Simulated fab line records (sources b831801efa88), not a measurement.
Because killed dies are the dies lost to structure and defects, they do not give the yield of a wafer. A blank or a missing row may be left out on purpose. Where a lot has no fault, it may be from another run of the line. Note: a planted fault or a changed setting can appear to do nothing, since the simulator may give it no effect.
Which tool did it?	flow gf180mcu	18 wafers from 6 lots sampled at 2 of the route's 602 steps

## WHAT THE GAUGES SHOWED, per wafer
GF_VT_IMPLANT_OVL_MEAS_40.
lot	measured	on	VT_IMPLANT_03_OVL (nm)
L316	day 8 01:24	overlay-02	-1.0 -0.7 -0.3
L319	day 8 22:58	overlay-01	2.3 2.4 1.2
L323	day 10 02:09	overlay-01	-0.6 0.3 1.3
L330	day 12 01:53	overlay-02	4.8 4.3 2.1
L335	day 13 11:27	overlay-01	-1.4 -1.6 1.2
L337	day 13 22:08	overlay-01	-2.6 -2.0 -2.2

## WHAT TOOL EACH LOT RAN ON (gives the tool, then ch and the chambers of the sampled wafers, and finally the start)
lot	GF_NWELL_STRIP_10
L316	plasma asher-02 ch 0,1, day 3 18:16
L319	plasma asher-03 ch 0,1, day 4 10:47
L323	plasma asher-03 ch 0,1, day 5 08:41
L330	plasma asher-02 ch 0,1, day 6 23:47
L335	plasma asher-04 ch 0,1, day 8 02:44
L337	plasma asher-04 ch 0,1, day 8 12:13
- GF_NWELL_STRIP_10: strips in O2/N2.

## THE ANSWER, worked out from the rows above alone
Rule: usual is defined by the lots themselves. The widest of any qualifying gaps counts: lots, ordered by their means at a reading, are off when they make up no more than a third of the lots, leave a main group of 4 or more, and stand apart from it by 3 or more times the standard deviation of that group's means. If all means in a main group match to the digits the tables above print for the reading, that group is not used. A lot without any number at a reading at which 4 lots or more have one is off too. Any other lot the step has rows for is counted as sound.
Nothing can be told from this: no lot is off at any reading shown.

## WHAT THE SIMULATOR PUT IN
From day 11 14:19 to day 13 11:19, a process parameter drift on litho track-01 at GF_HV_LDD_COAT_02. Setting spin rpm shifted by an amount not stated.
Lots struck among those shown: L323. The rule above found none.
